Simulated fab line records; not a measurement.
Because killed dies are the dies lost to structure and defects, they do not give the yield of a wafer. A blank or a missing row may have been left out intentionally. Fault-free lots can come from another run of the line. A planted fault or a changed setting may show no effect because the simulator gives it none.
Problem report in the 8D (eight disciplines) form, filled by code    flow gf180mcu    the parts of the form that need people (team, actions taken, sign-off) are left out

1. WHAT WENT WRONG
Mean STI_CVD_03_THK at GF_STI_THK_MEAS_04: 198.1 nm over 6 wafers in 2 lots; fault-free wafers: 206.0 nm, standard deviation 1.6. Relative to the usual mean, that is a shift of -4.9 standard deviations.
Earliest sighting: wafer L469.2 on filmMetro-01 at day 4 21:34. At this step, 33 wafers from 11 lots have a number in the record. Rule for "out" (also "out of limits"): further than 4 standard deviations from the usual mean. Any other wafer with a number is counted as sound.

2. WHAT IT IS; WHAT IT IS NOT
question                     is                          is not
which readings at this step  STI_CVD_03_THK              -
which lots                   L469, L470                  L453, L455, L456, L458, L459, L461, L462, L466, L472
which wafers of those lots   all that have a number      -
read on which gauges         filmMetro-01, filmMetro-04  filmMetro-03
when                         from day 4 21:34            up to then (24 sound wafers); but 3 sound wafers of L472 came after

3. THE SUSPECTS, EACH WITH WHAT RULES IT OUT
Counting: a tool stays on the suspect list if, at a process step up to the reading, it processed all lots that are out and no sound lot following the first of them.
- the gauge at GF_STI_THK_MEAS_04 is ruled out. The wafers that are out were read on 2 gauges (filmMetro-01, filmMetro-04).
- lpcvd-01 at GF_STI_CVD_03 (deposits Si3N4 from DCS/NH3, target thk 207.16 nm, time 3551 s): kept. Every lot that is out went through it, starting with L469 (day 4 19:34), and after that it ran no sound lot; the last sound lot it ran before then is L466 (day 4 05:22).
After counting, what remains is lpcvd-01 at GF_STI_CVD_03.

4. THE CAUSE (what the simulator had put in)
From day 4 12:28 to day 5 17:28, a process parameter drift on lpcvd-01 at GF_STI_CVD_03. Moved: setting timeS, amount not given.
Only this tool survived the counting.

5. THE EFFECT CHAIN, in route order
Rows list readings where the struck wafers' mean (over those with a number) sits beyond 3 standard deviations from the usual. Only readings for which the record gives a usual standard deviation are gone through. hours: the time from each lot's start at the first step in this table that gives one to its start at this step, as a median over the lots. sigmas: the change in usual standard deviations.
hours  step                reading         usual     on struck wafers  change  sigmas
0      GF_STI_THK_MEAS_04  STI_CVD_03_THK  206.0 nm  198.1             -7.9    -4.9
At these later measuring or inspecting steps, every struck wafer for which the step has a row has a number for every such reading, and none has moved that far: GF_HV_LDD_THK_MEAS_55.

6. WHAT WOULD HAVE CAUGHT IT SOONER
9 hours passed between the start of the fault at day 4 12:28 and the first reading out of limits at a measuring or inspecting step in this record, taken at day 4 21:34.
L470, from the lots that are out (2), started GF_STI_CVD_03 on lpcvd-01 later than day 4 21:34. It would have been spared by a hold on the tool at that moment.
